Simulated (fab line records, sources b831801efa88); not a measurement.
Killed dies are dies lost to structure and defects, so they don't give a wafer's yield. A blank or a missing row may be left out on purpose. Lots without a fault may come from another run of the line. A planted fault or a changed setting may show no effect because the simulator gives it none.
One fault seen from 2 desks | flow sky130 | each desk has only its own numbers; what lay behind them comes last

THE METROLOGY DESK
What the gauges read, lot by lot, whatever tool the lot ran on: means of the sampled wafers that have a number. A lot is out of limits, marked OUT, if its mean lies more than 4 standard deviations from the usual mean; the brackets give that distance.
Columns: A = METAL1_ALCU_THK at SKY_METAL1_THK_MEAS_06, usual 252 nm; B = VIA1_HDPCVD_THK at SKY_VIA1_THK_MEAS_01, usual 1035 nm
lot  | first seen here | A              | B
L423 | day 32 15:00    | 247            | 1044
L424 | day 33 03:50    | 255            | 1046
L425 | day 33 17:52    | 248            | 1028
L426 | day 33 21:07    | 255            | 1018
L428 | day 34 04:28    | 251            | 1027
L429 | day 34 16:36    | 254            | 1042
L433 | day 35 17:59    | 257            | 1011
L439 | day 37 11:53    | 235 (-5.0) OUT | 1043
L440 | day 38 02:59    | 245            | 1038
L442 | day 38 16:40    | 252            | 1035
L445 | day 39 06:52    | 247            | 1040
L446 | day 39 08:11    | 252            | 1020
This desk's finding: out of limits on L439; first on L439, day 37 11:53 (METAL1_ALCU_THK at SKY_METAL1_THK_MEAS_06). In limits: L423, L424, L425, L426, L428, L429, L433, L440, L442, L445, L446.

THE TOOL OWNER'S DESK: pvd_sputter-02
The tool's own readings at SKY_METAL1_SPUTTER_04 (material TiN, target thk 70 nm, time 58.3 s): means of the sampled wafers that have a number, for each lot that ran on this tool. A lot is out of limits, marked OUT, if its mean lies more than 4 standard deviations from the usual mean; the brackets give that distance.
Columns: A = cathode_dc_power_W at SKY_METAL1_SPUTTER_04, usual 6500.0 W; B = throttle_valve_pct at SKY_METAL1_SPUTTER_04, usual 30.1 %
lot  | first seen here | A      | B
L423 | day 32 14:49    | 6500.0 | 29.7
L425 | day 33 17:42    | 6499.1 | 29.5
L439 | day 37 11:42    | 6500.5 | 29.2
L440 | day 38 02:47    | 6500.9 | 29.6
This desk's finding: nothing out of limits on any of the 4 lots.

PUT TOGETHER
The metrology desk could have raised an alarm at day 37 11:53, on L439.
The tool owner's desk saw nothing out of limits.
The tool owner's desk has L439 on record, within its limits.
Of the lots named, all ran SKY_METAL1_SPUTTER_04 on pvd_sputter-02.

WHAT THE SIMULATOR HAD PUT IN
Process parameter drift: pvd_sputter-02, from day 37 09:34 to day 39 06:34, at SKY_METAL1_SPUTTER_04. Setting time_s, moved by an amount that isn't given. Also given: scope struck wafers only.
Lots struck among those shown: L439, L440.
Hours from the fault's start to each desk's first reading out of limits: the metrology desk, 2.
